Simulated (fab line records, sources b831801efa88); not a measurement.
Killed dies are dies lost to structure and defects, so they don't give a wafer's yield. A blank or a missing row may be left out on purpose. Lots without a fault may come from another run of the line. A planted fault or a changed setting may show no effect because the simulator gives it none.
fab line records | flow sky130
record lots=6 wafers=18 last_day=50
route steps=708 shown SONOS_TUNNEL@160 SONOS_ONO@168 GATE_OXIDE@187 PAD_OPEN@708
lots that met no fault: from a run of the same line without faults
start_h: hours from the record's first day to the start of the lot's first wafer shown | wait_h: hours since the lot's step before | " the same as in the row above | L1.1+2: a row that stands for several wafers | - no value, or no start given | * or withheld: withheld | < > ~ a bound
route shown NAME@n: a module of which the file shows steps, and the number in the route of the first | usual: mean/standard deviation of fault-free wafers | same: alike in all rows | chamber/n: place in a boat | sites: the reading at each site | _std_site: their standard deviation | _edge_site: outer sites' mean less inner sites' | radius_mm: how far each site lies from the wafer's centre | mask NAME#n: copy n | behind: the tool/chamber that last shaped the wafer | hold: why the lot was held/for how many hours/how that ended | device: the transistor (n, p or np) that didn't switch | end of line: the same wafers' tests at the end of the route | a step without rows: its recipe alone | killed: dies lost to structure and defects at the first sort, not the wafer's yield | map: a wafer's dies, x killed, . not, _ none there
set.NAME: the setting as run; set.NAME@STEP: as run at that earlier step | model.NAME: the simulator's own value behind a step, which no gauge read
lots at some steps of the route; a table a step, a row a wafer
services: from which hour (start_h, from the record's first day; less than 0 if before it) a tool's chamber was out of use, for how many hours, and why
## steps
# step SKY_SONOS_TUNNEL_DEVELOP_06
# recipe resist=NOVOLAK developer=TMAH develop_time_s=60 dev_temp_c=23
# step SKY_SONOS_TUNNEL_CD_MEAS_07
# recipe target_cd_nm=410
# usual cd_nm=410.0/2.3
# columns lot.wafer tool chamber start_h wait_h cd_nm
L555.1 cd_sem-01 - 282.35 0.1 410.1
L555.2 " - " " 409.8
L555.3 " - " " 409.3
L556.2 cd_sem-02 - 284.89 0.1 413.2
L556.4 " - " " 413.3
L556.5 " - " " 410.2
L557.2 cd_sem-02 - 301.12 0.1 409.4
L557.4 " - " " 409.6
L557.6 " - " " 410.0
L567.3 cd_sem-02 - 370.39 0.1 412.9
L567.5 " - " " 413.6
L567.6 " - " " 411.8
L569.1 cd_sem-01 - 388.15 0.1 406.4
L569.3 " - " " 406.5
L569.4 " - " " 407.8
L574.1 cd_sem-01 - 424.54 0.1 406.3
L574.3 " - " " 407.1
L574.5 " - " " 408.0
# step SKY_SONOS_TUNNEL_OVL_MEAS_08
# usual SONOS_TUNNEL_OVL=0.5/1.3
# columns lot.wafer tool chamber start_h wait_h SONOS_TUNNEL_OVL[nm]
L555.1 overlay-02 - 282.47 0.1 -1.9
L555.2 " - " " 0.0
L555.3 " - " " -3.2
L556.2 overlay-01 - 285.00 0.1 0.7
L556.4 " - " " -1.5
L556.5 " - " " -0.1
L557.2 overlay-02 - 301.23 0.1 1.4
L557.4 " - " " 0.4
L557.6 " - " " 0.2
L567.3 overlay-01 - 370.48 0.1 0.6
L567.5 " - " " 0.9
L567.6 " - " " 0.6
L569.1 overlay-01 - 388.27 0.1 0.0
L569.3 " - " " -2.0
L569.4 " - " " 1.4
L574.1 overlay-01 - 424.66 0.1 0.1
L574.3 " - " " 0.1
L574.5 " - " " -0.6
# step SKY_SONOS_TUNNEL_IMPLANT_09
# recipe species=B energy_kev=20 dose_cm2=1e+12 tilt_deg=withheld
# step SKY_SONOS_TUNNEL_WET_ETCH_10
# recipe chemistry=dHF target_depth_nm=14 target=SiO2 dilution=100:1 temp_c=25 time_s=280
# step SKY_SONOS_TUNNEL_STRIP_11
# recipe chemistry=SPM time_s=600 temp_c=130
# step SKY_SONOS_TUNNEL_TW_MEAS_12
# usual SONOS_TUNNEL_TW=199.0/1.2
# columns lot.wafer tool chamber start_h wait_h SONOS_TUNNEL_TW
L555.1 film_metro-04 - 282.94 0.0 199.3
L555.2 " - " " 199.0
L555.3 " - " " 198.0
L556.2 film_metro-04 - 285.46 0.0 198.6
L556.4 " - " " 197.9
L556.5 " - " " 199.1
L557.2 film_metro-02 - 301.68 0.0 200.1
L557.4 " - " " 198.6
L557.6 " - " " 199.4
L567.3 film_metro-03 - 370.95 0.0 197.8
L567.5 " - " " 197.3
L567.6 " - " " 197.3
L569.1 film_metro-02 - 388.72 0.0 198.3
L569.3 " - " " 199.3
L569.4 " - " " 198.8
L574.1 film_metro-02 - 425.11 0.0 199.1
L574.3 " - " " 200.1
L574.5 " - " " 199.2
# step SKY_SONOS_TUNNEL_CLEAN_13
# recipe chemistry=dHF time_s=20 dilution=100:1 dry=ipa_marangoni
# step SKY_SONOS_ONO_OXIDATION_00
# recipe temp_c=800 ambient=O2 idle_temp_c=700 ramp_up_c_per_min=10 ramp_down_c_per_min=3 stabilise_s=600 purge_s=300 target_thk_a=26 ox_time_s=1249
# step SKY_SONOS_ONO_THK_MEAS_01
# recipe reads=SiO2_of_SONOS_ONO_OXIDATION_00
# usual SONOS_ONO_OXIDATION_THK=2.60/0.055
# columns lot.wafer tool chamber start_h wait_h SONOS_ONO_OXIDATION_THK[nm]
L555.1 film_metro-04 - 285.08 0.0 2.61
L555.2 " - " " 2.61
L555.3 " - " " 2.59
L556.2 film_metro-03 - 287.61 0.0 2.62
L556.4 " - " " 2.55
L556.5 " - " " 2.57
L557.2 film_metro-03 - 304.30 0.0 2.59
L557.4 " - " " 2.67
L557.6 " - " " 2.68
L567.3 film_metro-04 - 374.36 0.0 2.61
L567.5 " - " " 2.60
L567.6 " - " " 2.68
L569.1 film_metro-04 - 390.62 0.0 2.63
L569.3 " - " " 2.66
L569.4 " - " " 2.68
L574.1 film_metro-03 - 427.77 0.0 2.60
L574.3 " - " " 2.58
L574.5 " - " " 2.58
# step SKY_SONOS_ONO_CVD_02
# recipe material=Si3N4 precursor=DCS/NH3 target_thk_nm=10.5 temp_c=770 time_s=180 pressure_mtorr=250
# step SKY_SONOS_ONO_THK_MEAS_03
# recipe reads=Si3N4_of_SONOS_ONO_CVD_02
# usual SONOS_ONO_CVD_02_THK=10.47/0.14
# columns lot.wafer tool chamber start_h wait_h SONOS_ONO_CVD_02_THK[nm]
L555.1 film_metro-03 - 286.19 0.0 10.33
L555.2 " - " " 10.56
L555.3 " - " " 10.46
L556.2 film_metro-01 - 290.00 0.0 10.49
L556.4 " - " " 10.34
L556.5 " - " " 10.61
L557.2 film_metro-03 - 308.22 0.0 10.54
L557.4 " - " " 10.45
L557.6 " - " " 10.46
L567.3 film_metro-01 - 376.97 0.0 10.49
L567.5 " - " " 10.49
L567.6 " - " " 10.66
L569.1 film_metro-01 - 391.73 0.0 10.28
L569.3 " - " " 10.32
L569.4 " - " " 10.24
L574.1 film_metro-04 - 431.27 0.0 10.42
L574.3 " - " " 10.52
L574.5 " - " " 10.36
# step SKY_SONOS_ONO_CVD_04
# recipe material=SiO2 precursor=SiH4/N2O target_thk_nm=5.7199 temp_c=900 pressure_mtorr=400
# usual spike_tc_bottom_C=912.6/1.2 spike_tc_centre_C=900.4/1.1 spike_tc_lower_C=901.0/1.6 spike_tc_top_C=907.4/1.7 spike_tc_upper_C=899.6/1.3 susceptor_temp_C=899.9/0.34 zone_power_lower_pct=16.44/0.19 zone_power_upper_pct=16.67/0.25
# columns lot.wafer tool chamber start_h wait_h spike_tc_bottom_C spike_tc_centre_C spike_tc_lower_C spike_tc_top_C spike_tc_upper_C susceptor_temp_C zone_power_lower_pct zone_power_upper_pct model.SiO2_of_SONOS_ONO_CVD_04.thk_nm
L555.1 lpcvd-03 1 286.25 0.1 911.9 899.5 901.7 907.9 901.9 899.7 16.33 16.73 5.716
L555.2 " 1 " " 912.9 899.0 901.8 908.6 899.8 899.9 16.48 16.98 5.745
L555.3 " 1 " " 912.3 900.5 901.6 909.1 900.0 899.9 16.50 16.96 5.704
L556.2 lpcvd-03 0 290.05 0.0 944.5 930.8 930.8 937.4 929.9 930.3 17.87 17.67 9.005
L556.4 " 0 " " 943.5 930.8 929.8 938.2 930.0 931.3 17.95 17.96 8.987
L556.5 " 0 " " 944.6 932.2 931.2 937.2 929.6 930.9 17.68 18.04 9.051
L557.2 lpcvd-03 0 308.27 0.0 945.6 933.1 930.9 937.2 930.2 931.2 18.01 17.65 9.017
L557.4 " 0 " " 945.4 933.0 931.0 936.7 933.8 931.3 17.69 17.89 9.039
L557.6 " 0 " " 942.5 931.4 929.8 938.8 928.6 930.9 17.93 18.11 9.089
L567.3 lpcvd-03 0 377.01 0.0 911.5 900.2 899.0 906.2 899.2 900.2 16.28 16.58 5.621
L567.5 " 0 " " 913.4 901.7 898.7 904.9 898.8 899.9 16.47 16.27 5.573
L567.6 " 0 " " 913.0 902.0 899.8 906.1 899.1 899.9 16.80 16.52 5.651
L569.1 lpcvd-03 1 391.79 0.1 914.4 898.5 902.5 907.1 899.4 900.2 16.31 16.92 5.559
L569.3 " 1 " " 912.6 901.1 902.5 908.7 900.8 900.2 16.24 16.93 5.756
L569.4 " 1 " " 914.4 899.0 901.6 909.2 901.2 900.0 16.56 16.54 5.752
L574.1 lpcvd-03 0 431.33 0.1 912.7 900.9 900.1 905.7 899.5 900.5 16.82 16.38 5.807
L574.3 " 0 " " 912.6 900.5 899.9 906.2 899.9 900.2 16.65 16.30 5.77
L574.5 " 0 " " 912.1 900.3 899.8 904.7 899.4 900.1 16.45 16.47 5.729
# step SKY_SONOS_ONO_THK_MEAS_05
# recipe reads=SiO2_of_SONOS_ONO_CVD_04
# usual SONOS_ONO_CVD_04_THK=5.70/0.097
# columns lot.wafer tool chamber start_h wait_h hold SONOS_ONO_CVD_04_THK[nm]
L555.1 film_metro-04 - 287.50 0.0 - 5.67
L555.2 " - " " - 5.76
L555.3 " - " " - 5.71
L556.2 film_metro-04 - 291.31 0.0 await_dispo/0.2h/release 9.02
L556.4 " - " " await_dispo/0.2h/release 8.96
L556.5 " - " " await_dispo/0.2h/release 8.99
L556.2 film_metro-04 - 291.53 0.2 - 8.96
L556.4 " - " " - 8.98
L556.5 " - " " - 9.05
L557.2 film_metro-03 - 309.53 0.0 await_dispo/0.2h/release 9.02
L557.4 " - " " await_dispo/0.2h/release 9.03
L557.6 " - " " await_dispo/0.2h/release 9.07
L557.2 film_metro-03 - 309.76 0.2 - 9.03
L557.4 " - " " - 9.08
L557.6 " - " " - 9.07
L567.3 film_metro-04 - 378.28 0.0 - 5.58
L567.5 " - " " - 5.59
L567.6 " - " " - 5.70
L569.1 film_metro-03 - 393.67 0.0 - 5.57
L569.3 " - " " - 5.79
L569.4 " - " " - 5.79
L574.1 film_metro-01 - 432.58 0.0 - 5.81
L574.3 " - " " - 5.78
L574.5 " - " " - 5.70
# step SKY_SONOS_ONO_HMDS_07
# recipe prime_time_s=60 prime_temp_c=120
# step SKY_SONOS_ONO_COAT_08
# recipe resist=NOVOLAK spin_rpm=3065 resist_thk_nm=1140
# step SKY_SONOS_ONO_SOFTBAKE_09
# recipe temp_c=90 time_s=60 resist=NOVOLAK
# step SKY_SONOS_ONO_EXPOSE_10
# recipe mask_id=ONOM target_cd_nm=410 na=0.6 source_shape=conventional sigma_outer=0.6 dose_mj=150
# step SKY_SONOS_ONO_PEB_11
# recipe temp_c=withheld time_s=* resist=NOVOLAK
# step SKY_SONOS_ONO_DEVELOP_12
# recipe develop_time_s=60 dev_temp_c=23
# step SKY_SONOS_ONO_CD_MEAS_13
# recipe target_cd_nm=410
# usual cd_nm=408.3/2.3
# columns lot.wafer tool chamber start_h wait_h cd_nm
L555.1 cd_sem-02 - 313.06 0.1 413.7
L555.2 " - " " 412.6
L555.3 " - " " 413.6
L556.2 cd_sem-01 - 316.17 0.1 405.5
L556.4 " - " " 407.1
L556.5 " - " " 408.5
L557.2 cd_sem-02 - 334.89 0.1 408.8
L557.4 " - " " 408.8
L557.6 " - " " 408.7
L567.3 cd_sem-01 - 407.31 0.1 404.4
L567.5 " - " " 408.1
L567.6 " - " " 406.0
L569.1 cd_sem-01 - 423.01 0.1 408.5
L569.3 " - " " 410.3
L569.4 " - " " 411.5
L574.1 cd_sem-02 - 463.85 0.1 407.4
L574.3 " - " " 410.0
L574.5 " - " " 409.9
# step SKY_SONOS_ONO_OVL_MEAS_14
# usual SONOS_ONO_OVL=-0.1/1.2
# columns lot.wafer tool chamber start_h wait_h SONOS_ONO_OVL[nm]
L555.1 overlay-02 - 313.18 0.1 -1.8
L555.2 " - " " 0.2
L555.3 " - " " -2.3
L556.2 overlay-02 - 316.30 0.1 0.4
L556.4 " - " " 0.0
L556.5 " - " " 0.7
L557.2 overlay-02 - 335.00 0.1 0.7
L557.4 " - " " 1.0
L557.6 " - " " -0.4
L567.3 overlay-01 - 407.40 0.1 -0.9
L567.5 " - " " -2.2
L567.6 " - " " -3.4
L569.1 overlay-01 - 423.13 0.1 0.4
L569.3 " - " " -1.4
L569.4 " - " " 1.6
L574.1 overlay-02 - 463.97 0.1 -0.3
L574.3 " - " " 0.4
L574.5 " - " " 1.7
# step SKY_SONOS_ONO_ETCH_15
# recipe target_depth_nm=19.52 chemistry=CHF3/O2 source_w=600 bias_w=200 pressure_mtorr=40 chf3_flow_sccm=50 O2_flow_sccm=5 time_s=7.8
# usual drypump_motor_current_A=5.7/0.4 oes_product_au=1.000/0.013 rf_fwd_power_W=588.2/2.6 throttle_valve_pct=8.823/0.0092
# columns lot.wafer tool chamber start_h wait_h drypump_motor_current_A oes_product_au rf_fwd_power_W rf_hours_counter_h throttle_valve_pct
L555.1 rie_diel-03 2 313.21 0.0 5.2 1.016 588.5 1 8.840
L555.2 " 3 " " 6.2 0.983 588.5 19 8.812
L555.3 " 1 " " 5.4 1.007 590.0 6 8.833
L556.2 rie_diel-02 0 316.33 0.0 5.6 0.996 592.1 49 8.826
L556.4 " 3 " " 5.9 1.000 591.1 25 8.803
L556.5 " 3 " " 5.9 0.994 589.6 - 8.817
L557.2 rie_diel-03 1 335.03 0.0 5.4 1.006 588.3 6 8.821
L557.4 " 0 " " 6.0 1.004 587.5 38 8.833
L557.6 " 0 " " 6.1 1.012 588.2 - 8.835
L567.3 rie_diel-03 0 407.43 0.0 6.0 1.019 590.2 39 8.820
L567.5 " 3 " " 6.2 0.994 588.5 - 8.813
L567.6 " 0 " " 6.1 1.009 590.0 - 8.833
L569.1 rie_diel-04 2 423.16 0.0 5.1 1.001 586.2 63 8.816
L569.3 " 1 " " 5.8 0.982 583.4 44 8.829
L569.4 " 0 " " 6.0 0.985 589.7 14 8.831
L574.1 rie_diel-03 1 464.01 0.0 5.4 0.984 589.4 8 8.831
L574.3 " 3 " " 6.2 0.982 590.9 21 8.823
L574.5 " 2 " " 5.3 1.023 589.3 - 8.826
# step SKY_SONOS_ONO_WET_ETCH_16
# recipe chemistry=dHF target_depth_nm=14 dry=n2_spin target=SiO2 dilution=100:1 temp_c=25 time_s=280
# step SKY_SONOS_ONO_STRIP_17
# recipe chemistry=O2/N2 power_w=1400 pressure_mtorr=1500 platen_temp_c=withheld o2_flow_sccm=3000 n2_flow_sccm=300 overash_fraction=0.5
# usual drypump_motor_current_A=6.0/0.46 oes_product_au=0.709/0.0048 strip_time_to_endpoint_s=13.96/0.036
# columns lot.wafer tool chamber start_h wait_h drypump_motor_current_A oes_product_au rf_hours_counter_h strip_time_to_endpoint_s
L555.1 plasma_asher-01 0 313.32 0.0 6.7 0.707 62 13.93
L555.2 " 1 " " 6.4 0.714 62 13.92
L555.3 " 1 " " 6.4 0.702 - 13.93
L556.2 plasma_asher-03 1 316.44 0.0 6.4 0.704 62 13.95
L556.4 " 1 " " 6.4 0.710 - 13.97
L556.5 " 0 " " 5.7 0.700 - 13.99
L557.2 plasma_asher-02 0 335.13 0.0 6.0 0.711 16 13.97
L557.4 " 0 " " 6.0 0.713 - 13.98
L557.6 " 1 " " 5.4 0.711 - 13.98
L567.3 plasma_asher-02 1 407.57 0.0 5.4 0.712 - 13.95
L567.5 " 1 " " 5.4 0.710 - 13.91
L567.6 " 0 " " 6.0 0.712 - 13.96
L569.1 plasma_asher-03 1 423.27 0.0 6.4 0.710 73 13.97
L569.3 " 1 " " 6.4 0.712 - 14.00
L569.4 " 0 " " 5.7 0.708 - 13.99
L574.1 plasma_asher-03 1 464.11 0.0 6.4 0.710 77 13.99
L574.3 " 1 " " 6.4 0.718 - 14.00
L574.5 " 1 " " 6.4 0.702 - 13.97
# step SKY_SONOS_ONO_WET_ETCH_18
# recipe chemistry=H3PO4 target_depth_nm=15 target=Si3N4 temp_c=160 time_s=172
# step SKY_GATE_OXIDE_CLEAN_00
# recipe chemistry=SC1/SC2 mix=1:4:20 temp_c=70 time_s=150 dry=n2_spin
# step SKY_GATE_OXIDE_OXIDATION_01
# recipe temp_c=900 ambient=O2 stabilise_s=600 purge_s=300 target_thk_a=102.68 ox_time_s=1473
# step SKY_GATE_OXIDE_THK_MEAS_02
# recipe reads=SiO2_of_GATE_OXIDE_OXIDATION_01
# usual GATE_OXIDE_OXIDATION_00_THK=10.32/0.18
# columns lot.wafer tool chamber start_h wait_h GATE_OXIDE_OXIDATION_00_THK[nm]
L555.1 film_metro-02 - 315.80 0.0 10.43
L555.2 " - " " 10.35
L555.3 " - " " 10.24
L556.2 film_metro-01 - 319.11 0.0 10.13
L556.4 " - " " 10.32
L556.5 " - " " 9.91
L557.2 film_metro-02 - 337.91 0.0 10.31
L557.4 " - " " 10.24
L557.6 " - " " 10.41
L567.3 film_metro-01 - 409.17 0.0 10.34
L567.5 " - " " 10.53
L567.6 " - " " 10.34
L569.1 film_metro-01 - 424.89 0.0 10.42
L569.3 " - " " 10.38
L569.4 " - " " 10.24
L574.1 film_metro-03 - 466.48 0.0 10.49
L574.3 " - " " 10.23
L574.5 " - " " 10.19
# step SKY_GATE_OXIDE_DEHYDRATE_03
# recipe temp_c=200 time_s=60
# step SKY_GATE_OXIDE_HMDS_04
# recipe prime_time_s=60 prime_temp_c=120
# step SKY_GATE_OXIDE_COAT_05
# recipe resist=NOVOLAK spin_rpm=3000 resist_thk_nm=1140
# step SKY_GATE_OXIDE_SOFTBAKE_06
# recipe temp_c=90 time_s=60 resist=NOVOLAK
# step SKY_GATE_OXIDE_EXPOSE_07
# recipe mask_id=LVOM na=0.6 source_shape=conventional sigma_outer=0.6 polarization=unpolarized target_cd_nm=600 dose_mj=170
# step SKY_GATE_OXIDE_PEB_08
# recipe temp_c=withheld time_s=* resist=NOVOLAK
# step SKY_GATE_OXIDE_DEVELOP_09
# recipe resist=NOVOLAK developer=TMAH develop_time_s=60 dev_temp_c=22.6
# step SKY_GATE_OXIDE_OVL_MEAS_10
# usual GATE_OXIDE_OVL=0.6/1.5
# columns lot.wafer tool chamber start_h wait_h GATE_OXIDE_OVL[nm]
L555.1 overlay-01 - 341.79 0.1 1.5
L555.2 " - " " 1.2
L555.3 " - " " 2.3
L556.2 overlay-01 - 344.86 0.1 0.3
L556.4 " - " " 0.4
L556.5 " - " " -0.2
L557.2 overlay-01 - 365.84 0.1 0.4
L557.4 " - " " 0.4
L557.6 " - " " -2.2
L567.3 overlay-02 - 438.90 0.1 1.0
L567.5 " - " " 0.3
L567.6 " - " " 0.9
L569.1 overlay-02 - 455.98 0.1 1.1
L569.3 " - " " 3.2
L569.4 " - " " 1.3
L574.1 overlay-01 - 497.81 0.1 0.1
L574.3 " - " " 1.4
L574.5 " - " " 0.2
# step SKY_GATE_OXIDE_IMPLANT_11
# recipe species=B energy_kev=10 dose_cm2=2.6e+12 tilt_deg=withheld
# step SKY_GATE_OXIDE_WET_ETCH_12
# recipe chemistry=dHF target_depth_nm=16.8 dry=n2_spin target=SiO2 dilution=100:1 temp_c=25 time_s=336
# step SKY_GATE_OXIDE_STRIP_13
# recipe chemistry=O2/N2 power_w=1400 pressure_mtorr=1500 platen_temp_c=withheld o2_flow_sccm=3000 n2_flow_sccm=300 overash_fraction=0.5
# usual drypump_motor_current_A=6.0/0.35 oes_product_au=0.716/0.0043 strip_time_to_endpoint_s=14.20/0.039
# columns lot.wafer tool chamber start_h wait_h drypump_motor_current_A oes_product_au rf_hours_counter_h strip_time_to_endpoint_s
L555.1 plasma_asher-02 0 342.07 0.0 6.0 0.718 16 14.28
L555.2 " 1 " " 5.4 0.708 16 14.23
L555.3 " 1 " " 5.4 0.712 - 14.26
L556.2 plasma_asher-02 0 345.16 0.0 6.0 0.717 17 14.20
L556.4 " 0 " " 6.0 0.710 - 14.19
L556.5 " 1 " " 5.4 0.722 - 14.19
L557.2 plasma_asher-04 0 366.12 0.0 6.4 0.719 55 14.13
L557.4 " 1 " " 5.7 0.715 - 14.12
L557.6 " 1 " " 5.8 0.721 - 14.17
L567.3 plasma_asher-04 1 439.21 0.0 5.8 0.712 - 14.17
L567.5 " 1 " " 5.8 0.710 - 14.17
L567.6 " 0 " " 6.4 0.712 - 14.17
L569.1 plasma_asher-04 0 456.27 0.0 6.4 0.718 63 14.29
L569.3 " 1 " " 5.8 0.716 - 14.26
L569.4 " 0 " " 6.4 0.713 - 14.30
L574.1 plasma_asher-04 0 498.10 0.0 6.4 0.713 68 14.22
L574.3 " 1 " " 5.8 0.704 - 14.19
L574.5 " 0 " " 6.4 0.722 - 14.16
# step SKY_GATE_OXIDE_TW_MEAS_14
# usual GATE_OXIDE_TW=225.1/1.4
# columns lot.wafer tool chamber start_h wait_h GATE_OXIDE_TW
L555.1 film_metro-03 - 342.17 0.1 224.6
L555.2 " - " " 224.6
L555.3 " - " " 225.2
L556.2 film_metro-03 - 345.27 0.1 225.6
L556.4 " - " " 224.4
L556.5 " - " " 224.1
L557.2 film_metro-02 - 366.23 0.1 226.7
L557.4 " - " " 226.0
L557.6 " - " " 226.4
L567.3 film_metro-02 - 439.29 0.1 227.4
L567.5 " - " " 228.0
L567.6 " - " " 227.9
L569.1 film_metro-03 - 456.37 0.1 223.0
L569.3 " - " " 224.2
L569.4 " - " " 224.4
L574.1 film_metro-02 - 498.20 0.1 226.2
L574.3 " - " " 226.7
L574.5 " - " " 227.2
# step SKY_GATE_OXIDE_CLEAN_15
# recipe chemistry=SC1/SC2 mix=1:4:20 temp_c=70 time_s=150 dry=n2_spin
# columns lot.wafer tool chamber start_h wait_h model.SiO2_of_SONOS_ONO_CVD_04.thk_nm
L555.1 wet_bench-01 3 342.23 0.1 4.211
L555.2 " 3 " " 4.239
L555.3 " 3 " " 4.204
L556.2 wet_bench-01 2 345.32 0.0 7.475
L556.4 " 2 " " 7.45
L556.5 " 2 " " 7.514
L557.2 wet_bench-02 1 366.28 0.0 7.511
L557.4 " 1 " " 7.53
L557.6 " 1 " " 7.581
L567.3 wet_bench-01 3 439.33 0.0 4.111
L567.5 " 3 " " 4.056
L567.6 " 3 " " 4.134
L569.1 wet_bench-01 0 456.43 0.1 4.032
L569.3 " 0 " " 4.229
L569.4 " 0 " " 4.232
L574.1 wet_bench-01 0 498.26 0.1 4.307
L574.3 " 0 " " 4.265
L574.5 " 0 " " 4.225
# step SKY_PAD_OPEN_PROBE_99
# usual killed_at_M0_to_M3=44/6.8 killed_at_M4_up=2.9/1.7 killed_at_contacts=24/5.2 killed_at_front_end=15/4 killed_at_other=0.2/0.44 killed_dies=86/9.9 killed_open=47/7.9 killed_short=39/6.3
# same gross_dies=492 killed_at_back_side=0
# columns lot.wafer tool chamber start_h wait_h killed_at_M0_to_M3 killed_at_M4_up killed_at_contacts killed_at_front_end killed_at_other killed_dies killed_open killed_short
L556.2 prober-01 - 1107.07 0.1 36 4 21 14 0 75 52 23
L556.4 prober-01 - 1107.17 0.2 44 1 31 17 0 93 59 32
L556.5 prober-01 - 1107.22 0.2 40 2 23 15 1 81 45 36
L557.2 prober-02 - 1118.83 0.1 49 2 27 15 1 94 51 43
L557.4 prober-02 - 1118.93 0.2 49 2 29 14 0 94 57 37
L557.6 prober-02 - 1119.03 0.2 45 1 31 11 0 88 53 35
L567.3 prober-02 - 1167.15 0.2 50 0 24 16 0 90 49 40
L567.5 prober-02 - 1167.25 0.2 43 0 20 16 0 79 45 34
L567.6 prober-02 - 1167.30 0.2 49 2 25 9 0 85 46 39
L569.1 prober-02 - 1175.29 0.1 47 4 19 8 0 78 47 31
L569.3 prober-02 - 1175.39 0.2 44 2 19 11 0 76 45 31
L569.4 prober-02 - 1175.44 0.2 46 1 23 11 0 81 48 33
# killed by level:class
L556.2 VIA1:geometric_particle:open=10 VIA3:geometric_particle:open=10 LI_CONTACT:geometric_particle:open=7 FIELD_ISO:geometric_particle:open=6 CONTACT:geometric_particle:open=6 VIA2:geometric_particle:open=5 LI_CONTACT:geometric_particle:short=3 CONTACT:geometric_particle:short=3
L556.4 VIA1:geometric_particle:open=12 CONTACT:geometric_particle:open=10 LI_CONTACT:geometric_particle:open=9 VIA3:geometric_particle:open=8 FIELD_ISO:geometric_particle:open=7 METAL1:geometric_particle:short=7 CONTACT:geometric_particle:short=5 FIELD_ISO:geometric_particle:short=4
L556.5 CONTACT:geometric_particle:open=11 VIA1:geometric_particle:open=10 VIA1:geometric_particle:short=6 LI_CONTACT:geometric_particle:open=6 VIA2:geometric_particle:open=6 METAL1:geometric_particle:short=5 METAL2:geometric_particle:short=4 FIELD_ISO:geometric_particle:short=3
L557.2 LI_CONTACT:geometric_particle:open=10 METAL2:geometric_particle:short=10 VIA3:geometric_particle:open=8 VIA2:geometric_particle:open=7 VIA1:geometric_particle:open=7 CONTACT:geometric_particle:open=6 FIELD_ISO:geometric_particle:open=5 METAL3:geometric_particle:short=5
L557.4 VIA1:geometric_particle:open=15 FIELD_ISO:geometric_particle:open=8 LI_CONTACT:geometric_particle:open=8 LOCAL_INTERCONNECT:geometric_particle:short=7 CONTACT:geometric_particle:open=7 VIA2:geometric_particle:open=7 FIELD_ISO:geometric_particle:short=5 METAL1:geometric_particle:short=5
L557.6 VIA1:geometric_particle:open=15 CONTACT:geometric_particle:open=13 LI_CONTACT:geometric_particle:open=7 LOCAL_INTERCONNECT:geometric_particle:short=6 METAL2:geometric_particle:short=6 VIA1:geometric_particle:short=5 VIA3:geometric_particle:open=4 FIELD_ISO:geometric_particle:open=3
L567.3 VIA1:geometric_particle:open=13 LI_CONTACT:geometric_particle:open=10 CONTACT:geometric_particle:open=7 METAL1:geometric_particle:short=7 METAL2:geometric_particle:short=6 VIA2:geometric_particle:short=5 VIA2:geometric_particle:open=5 POLY_GATE:geometric_particle:open=4
L567.5 POLY_GATE:geometric_particle:open=7 VIA1:geometric_particle:open=7 METAL1:geometric_particle:short=6 VIA2:geometric_particle:open=6 VIA1:geometric_particle:short=5 LOCAL_INTERCONNECT:geometric_particle:open=4 VIA3:geometric_particle:open=4 CONTACT:geometric_particle:open=4
L567.6 CONTACT:geometric_particle:open=11 VIA1:geometric_particle:open=9 METAL1:geometric_particle:short=7 VIA2:geometric_particle:short=7 POLY_GATE:geometric_particle:open=6 METAL2:geometric_particle:short=6 LI_CONTACT:geometric_particle:open=5 VIA3:geometric_particle:open=5
L569.1 VIA1:geometric_particle:open=10 CONTACT:geometric_particle:open=9 VIA2:geometric_particle:open=7 VIA3:geometric_particle:open=7 LI_CONTACT:geometric_particle:open=5 METAL1:geometric_particle:short=5 METAL2:geometric_particle:short=5 FIELD_ISO:geometric_particle:short=3
L569.3 CONTACT:geometric_particle:open=10 VIA1:geometric_particle:open=9 VIA3:geometric_particle:open=8 METAL1:geometric_particle:short=6 METAL2:geometric_particle:short=6 VIA2:geometric_particle:short=4 FIELD_ISO:geometric_particle:open=3 FIELD_ISO:geometric_particle:short=3
L569.4 CONTACT:geometric_particle:open=11 VIA3:geometric_particle:open=10 VIA1:geometric_particle:open=10 LOCAL_INTERCONNECT:geometric_particle:short=6 VIA3:geometric_particle:short=6 VIA1:geometric_particle:short=5 VIA2:geometric_particle:open=5 FIELD_ISO:geometric_particle:open=3
## services
# columns tool chamber start_h hours kind
rie_diel-03 3 288.33 5.8 repair
rie_diel-04 0 294.59 5.3 repair
plasma_asher-02 - 310.34 15.1 repair
lpcvd-03 - 343.70 0.9 repair
plasma_asher-04 - 347.86 14.6 pm
rie_diel-02 1 351.07 11.4 repair
plasma_asher-01 - 358.23 0.8 repair
plasma_asher-01 - 368.64 2.8 pm
plasma_asher-04 - 378.97 2.8 pm
rie_diel-04 2 397.48 1.8 repair
rie_diel-02 - 398.76 1.0 repair
rie_diel-03 2 412.07 5.2 repair
plasma_asher-03 - 416.80 2.8 pm
plasma_asher-01 - 421.33 9.0 pm
rie_diel-04 - 424.86 1.3 repair
rie_diel-04 3 430.91 70.2 repair
wet_bench-02 - 432.58 44.6 repair
rie_diel-03 0 434.38 6.8 repair
rie_diel-02 0 441.72 3.0 repair
plasma_asher-02 - 460.86 2.0 repair
rie_diel-03 1 479.07 14.3 repair
plasma_asher-03 - 479.09 0.7 repair
plasma_asher-02 - 485.50 0.8 repair
rie_diel-03 - 490.50 2.8 pm
## key
first_sign step=SKY_SONOS_ONO_CVD_04 reading=susceptor_temp_C direction=up sigmas=91 usual=* struck=*
effect step=SKY_SONOS_ONO_CVD_04 reading=spike_tc_centre_C direction=up sigmas=30 usual=900.4 struck=931.9
effect step=SKY_SONOS_ONO_THK_MEAS_05 reading=visit direction=added
effect step=SKY_SONOS_ONO_THK_MEAS_05 reading=SONOS_ONO_CVD_04_THK direction=up sigmas=34 usual=5.70 struck=9.02
model_effect step=SKY_SONOS_ONO_CVD_04 value=SiO2_of_SONOS_ONO_CVD_04.thk_nm without=5.612 struck=9.031
model_effect step=SKY_GATE_OXIDE_CLEAN_15 value=SiO2_of_SONOS_ONO_CVD_04.thk_nm without=4.091 struck=7.51
met_at SKY_SONOS_ONO_CVD_04
struck_wafers L556.2,L556.4,L556.5,L557.2,L557.4,L557.6
tester_left_out L556,L557
onset_between 286.25 290.05
fault kind=process_parameter_drift tool=lpcvd-03 chamber=- onset_h=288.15 steps=SKY_SONOS_ONO_CVD_04 channel=temp_c offset=* shape=step end_h=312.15 stated=*
# tester_left_out: of these lots the tester's yield and bins aren't shown, on N5 and GAA mostly nor the transistor test; their killed dies are dies lost to structure and defects alone, not to doping, threshold or leakage, so they don't give the yield
